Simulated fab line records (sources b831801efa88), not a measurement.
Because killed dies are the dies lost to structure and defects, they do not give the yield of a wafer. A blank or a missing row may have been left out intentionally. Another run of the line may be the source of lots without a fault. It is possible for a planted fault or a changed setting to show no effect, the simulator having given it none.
Matching of chambers | flow sky130 | 3 sister chambers for SKY_CONTACT_CVD_00 on pecvd-01
The step deposits Si3N4, target thk 75 nm. 20 wafers are shown with their chamber, then 10 later ones without.

## WAFERS, EACH WITH ITS CHAMBER
wafer  | chamber | heater power w (W)
L074.1 | 0       | 534
L074.5 | 0       | 536
L074.6 | 1       | 685
L077.4 | 0       | 556
L077.5 | 2       | 686
L077.6 | 1       | 751
L079.1 | 1       | 728
L079.5 | 1       | 719
L079.6 | 2       | 680
L078.2 | 2       | 731
L078.4 | 2       | 743
L078.5 | 0       | 528
L082.1 | 0       | 572
L082.2 | 2       | 663
L082.4 | 2       | 667
L084.1 | 1       | 643
L084.5 | 1       | 643
L084.6 | 0       | 622
L085.2 | 0       | 605
L085.4 | 0       | 609

SIGNATURES, as means of the wafers listed above
reading        | chamber 0 | chamber 1 | chamber 2 | scatter within a chamber
heater power w | 570.25    | 694.83    | 695.00    | 39
Rule: distance of a wafer from a chamber = root of the sum over the readings of ((wafer's reading minus chamber's mean) / reading's scatter) squared. If the next closest chamber is less than 2 further off than the closest, the wafer can't be placed; otherwise it belongs to the closest. The scatter: take each reading less its chamber's mean, square it, sum over the shown wafers, divide by the number of wafers less the number of chambers, and take the root.

## WAFERS MISSING THEIR CHAMBER
wafer  | heater power w (W)
L085.5 | 655
L086.2 | 544
L086.3 | 743
L086.6 | 692
L088.1 | 612
L088.2 | 696
L088.3 | 649
L094.1 | 700
L094.4 | 709
L094.5 | 707

## THE CHAMBER EACH PASSED THROUGH
wafer  | from the rows above          | in truth
L085.5 | can't be placed: 1 or 2 or 0 | 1
L086.2 | 0                            | 0
L086.3 | can't be placed: 2 or 1      | 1
L086.6 | can't be placed: 1 or 2      | 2
L088.1 | can't be placed: 0 or 1 or 2 | 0
L088.2 | can't be placed: 2 or 1      | 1
L088.3 | can't be placed: 1 or 2 or 0 | 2
L094.1 | can't be placed: 2 or 1      | 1
L094.4 | can't be placed: 2 or 1      | 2
L094.5 | can't be placed: 2 or 1      | 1
Correctly placed: 1 of 10. Unplaceable from these rows: 9, with the true chamber sitting among the candidates in 9. Number placed wrongly: 0.
